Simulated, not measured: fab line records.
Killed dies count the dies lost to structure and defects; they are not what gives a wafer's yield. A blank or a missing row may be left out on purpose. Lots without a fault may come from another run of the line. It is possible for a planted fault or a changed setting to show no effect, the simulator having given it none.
Which tool did it? + flow gf180mcu + Sampling: 13 lots, 37 wafers, 5 of 602 route steps

WHAT THE GAUGES READ, wafer by wafer
GF_MVPSD_TW_MEAS_11. Usual: MVPSD_TW 551, standard deviation 8.4.
| lot  | measured     | on            | MVPSD_TW    | flag |
|------|--------------|---------------|-------------|------|
| L227 | day 5 01:33  | film_metro-01 | 539 543 539 |      |
| L228 | day 5 06:04  | film_metro-04 | 547 545 547 |      |
| L230 | day 5 18:40  | film_metro-04 | 550 549 550 |      |
| L236 | day 7 07:09  | film_metro-01 | 542 541 545 |      |
| L237 | day 7 19:34  | film_metro-01 | 542 541 541 |      |
| L241 | day 8 12:40  | film_metro-03 | 563 565 560 |      |
| L242 | day 8 21:43  | film_metro-04 | 547 548 550 |      |
| L243 | day 8 22:22  | film_metro-03 | 563 565 566 |      |
| L245 | day 9 11:26  | film_metro-04 | 549 551     |      |
| L246 | day 9 17:51  | film_metro-01 | 542 542 541 |      |
| L248 | day 10 08:01 | film_metro-01 | 542 546 544 |      |
| L249 | day 10 11:29 | film_metro-03 | 564 563     |      |
| L250 | day 10 17:55 | film_metro-01 | 541 543 544 |      |

GF_VT_IMPLANT_OVL_MEAS_29. Usual: VT_IMPLANT_02_OVL 0.3 nm, standard deviation 1.2.
| lot  | measured     | on         | VT_IMPLANT_02_OVL (nm) | flag |
|------|--------------|------------|------------------------|------|
| L227 | day 6 21:17  | overlay-02 | -1.7 -3.9 -0.7         |      |
| L228 | day 7 02:53  | overlay-02 | 2.3 1.3 1.7            |      |
| L230 | day 7 16:07  | overlay-01 | -1.4 -0.5 0.5          |      |
| L236 | day 9 08:25  | overlay-01 | 0.0 -1.4 -1.2          |      |
| L237 | day 9 22:14  | overlay-01 | -0.2 -1.3 -0.1         |      |
| L241 | day 10 16:23 | overlay-01 | 2.0 0.6 -0.3           |      |
| L242 | day 11 03:14 | overlay-02 | 0.2 0.0 0.4            |      |
| L243 | day 11 03:52 | overlay-02 | -0.8 -2.0 1.0          |      |
| L245 | day 11 18:29 | overlay-01 | 1.8 1.3                |      |
| L246 | day 12 00:31 | overlay-02 | 0.4 -0.1 2.4           |      |
| L248 | day 12 14:23 | overlay-02 | 0.0 -0.2 -0.3          |      |
| L249 | day 12 18:28 | overlay-01 | 0.5 -0.1               |      |
| L250 | day 13 00:50 | overlay-02 | 0.0 0.4 0.5            |      |

GF_VT_IMPLANT_TW_MEAS_43. Usual: VT_IMPLANT_4_TW 694, standard deviation 7.2.
| lot  | measured     | on            | VT_IMPLANT_4_TW | flag |
|------|--------------|---------------|-----------------|------|
| L227 | day 7 13:39  | film_metro-02 | 692 693 688     |      |
| L228 | day 7 19:00  | film_metro-02 | 695 694 692     |      |
| L230 | day 8 08:36  | film_metro-03 | 702 702 700     |      |
| L236 | day 10 02:37 | film_metro-03 | 671 673 672     | OFF  |
| L237 | day 10 16:26 | film_metro-02 | 656 654 656     | OFF  |
| L241 | day 11 11:00 | film_metro-02 | 687 692 691     |      |
| L242 | day 11 21:19 | film_metro-04 | 685 684 687     |      |
| L243 | day 11 23:04 | film_metro-02 | 689 687 693     |      |
| L245 | day 12 11:37 | film_metro-02 | 691 690         |      |
| L246 | day 12 19:43 | film_metro-04 | 680 679 682     |      |
| L248 | day 13 10:07 | film_metro-03 | 706 702 702     |      |
| L249 | day 13 14:29 | film_metro-02 | 688 690         |      |
| L250 | day 13 21:04 | film_metro-02 | 690 690 690     |      |

TOOL THAT RAN EACH LOT (tool first, then ch and the chambers of the sampled wafers, then the start)
| lot  | GF_MVSD_STRIP_10                    | GF_VT_IMPLANT_IMPLANT_41        |
|------|-------------------------------------|---------------------------------|
| L227 | plasma_asher-04 ch 0,1, day 4 12:27 | implanter-02 ch 0, day 7 13:26  |
| L228 | plasma_asher-04 ch 0,1, day 4 16:49 | implanter-02 ch 0, day 7 18:45  |
| L230 | plasma_asher-04 ch 0,1, day 5 04:01 | implanter-02 ch 0, day 8 08:21  |
| L236 | plasma_asher-01 ch 0,1, day 6 15:03 | implanter-04 ch 0, day 10 02:22 |
| L237 | plasma_asher-04 ch 0,1, day 7 03:00 | implanter-04 ch 0, day 10 16:11 |
| L241 | plasma_asher-04 ch 0,1, day 7 20:25 | implanter-02 ch 0, day 11 10:45 |
| L242 | plasma_asher-02 ch 0,1, day 8 04:37 | implanter-01 ch 0, day 11 21:05 |
| L243 | plasma_asher-04 ch 0,1, day 8 05:48 | implanter-02 ch 0, day 11 22:49 |
| L245 | plasma_asher-02 ch 0, day 8 18:12   | implanter-01 ch 0, day 12 11:23 |
| L246 | plasma_asher-02 ch 0,1, day 9 00:04 | implanter-01 ch 0, day 12 19:28 |
| L248 | plasma_asher-02 ch 0,1, day 9 13:57 | implanter-04 ch 0, day 13 09:52 |
| L249 | plasma_asher-02 ch 1, day 9 17:06   | implanter-04 ch 0, day 13 14:14 |
| L250 | plasma_asher-02 ch 0,1, day 9 23:02 | implanter-02 ch 0, day 13 20:51 |
- GF_MVSD_STRIP_10: strips in O2/N2.
- GF_VT_IMPLANT_IMPLANT_41

AS READ BY THE TOOLS THEMSELVES (means over the sampled wafers that have a number; for cases with no such wafer, the mark the record gives instead)
GF_MVSD_STRIP_10. Usual: drypump_motor_current_A 5.42 A, standard deviation 0.26; heater_power_w 349 W, standard deviation 49; oes_product_au 0.723 a.u., standard deviation 0.0049; platen_temp_c 250.02 C, standard deviation 0.18; strip_time_to_endpoint_s 37.00 s, standard deviation 0.091.
| lot  | tool            | drypump_motor_current_A (A) | heater_power_w (W) | oes_product_au (a.u.) | platen_temp_c (C) | strip_time_to_endpoint_s (s) | flag |
|------|-----------------|-----------------------------|--------------------|-----------------------|-------------------|------------------------------|------|
| L227 | plasma_asher-04 | 5.42                        | 358                | 0.722                 | 250.15            | 36.99                        |      |
| L228 | plasma_asher-04 | 5.24                        | 319                | 0.727                 | 250.02            | 37.03                        |      |
| L230 | plasma_asher-04 | 5.24                        | 328                | 0.724                 | 250.10            | 37.04                        |      |
| L236 | plasma_asher-01 | 5.62                        | 357                | 0.721                 | 250.09            | 36.87                        |      |
| L237 | plasma_asher-04 | 5.42                        | 351                | 0.723                 | 249.93            | 37.08                        |      |
| L241 | plasma_asher-04 | 5.43                        | 360                | 0.722                 | 249.98            | 36.99                        |      |
| L242 | plasma_asher-02 | 5.36                        | 357                | 0.722                 | 249.94            | 36.96                        |      |
| L243 | plasma_asher-04 | 5.44                        | 358                | 0.722                 | 250.05            | 37.05                        |      |
| L245 | plasma_asher-02 | 5.67                        | 406                | 0.724                 | 249.84            | 37.12                        |      |
| L246 | plasma_asher-02 | 5.35                        | 353                | 0.717                 | 249.98            | 37.01                        |      |
| L248 | plasma_asher-02 | 5.36                        | 350                | 0.725                 | 250.01            | 36.97                        |      |
| L249 | plasma_asher-02 | 5.19                        | 332                | 0.727                 | 250.22            | 37.12                        |      |
| L250 | plasma_asher-02 | 5.32                        | 352                | 0.725                 | 250.14            | 37.01                        |      |

GF_VT_IMPLANT_IMPLANT_41. Usual: dose_ions_cm2 1.0131e+12, standard deviation 1.1e+09; faraday_current_uA 5.72, standard deviation 0.11.
| lot  | tool         | dose_ions_cm2 | faraday_current_uA | flag |
|------|--------------|---------------|--------------------|------|
| L227 | implanter-02 | 1.0129e+12    | 5.70               |      |
| L228 | implanter-02 | 1.0134e+12    | 5.74               |      |
| L230 | implanter-02 | 1.0144e+12    | 5.72               |      |
| L236 | implanter-04 | 8.6800e+11    | 4.89               | OFF  |
| L237 | implanter-04 | 8.6723e+11    | 4.99               | OFF  |
| L241 | implanter-02 | 1.0138e+12    | 5.68               |      |
| L242 | implanter-01 | 1.0136e+12    | 5.79               |      |
| L243 | implanter-02 | 1.0144e+12    | 5.67               |      |
| L245 | implanter-01 | 1.0105e+12    | 5.71               |      |
| L246 | implanter-01 | 1.0141e+12    | 5.70               |      |
| L248 | implanter-04 | 1.0134e+12    | 5.65               |      |
| L249 | implanter-04 | 1.0145e+12    | 5.53               |      |
| L250 | implanter-02 | 1.0131e+12    | 5.66               |      |

THE ANSWER, worked out from the rows above alone
Rule: take the mean of a lot's wafers that have a number; if it is more than 3 standard deviations from the usual mean, the lot is off. Also off: a lot with no number at a reading for which 4 or more lots have one. Where the step has rows for the other lots, those lots are counted as sound. Order of review: gauges by route order, followed by the tools' own readings, for which a lot's mean as printed above is used. The first step at which some lot is off is used, and at that step the reading that is off furthest; a lot without a number counts as furthest.
Off: at GF_VT_IMPLANT_TW_MEAS_43 (VT_IMPLANT_4_TW), L236, L237.
If a tool, at a process step before that reading, ran all the lots that are off and no sound lot after the first of them, it fits. Not tried: the gauges at GF_VT_IMPLANT_TW_MEAS_43; whatever is off there is also off at GF_VT_IMPLANT_IMPLANT_41, on other tools, and gauge error can't account for it. None of those tried fits.

WHAT WAS PUT IN BY THE SIMULATOR
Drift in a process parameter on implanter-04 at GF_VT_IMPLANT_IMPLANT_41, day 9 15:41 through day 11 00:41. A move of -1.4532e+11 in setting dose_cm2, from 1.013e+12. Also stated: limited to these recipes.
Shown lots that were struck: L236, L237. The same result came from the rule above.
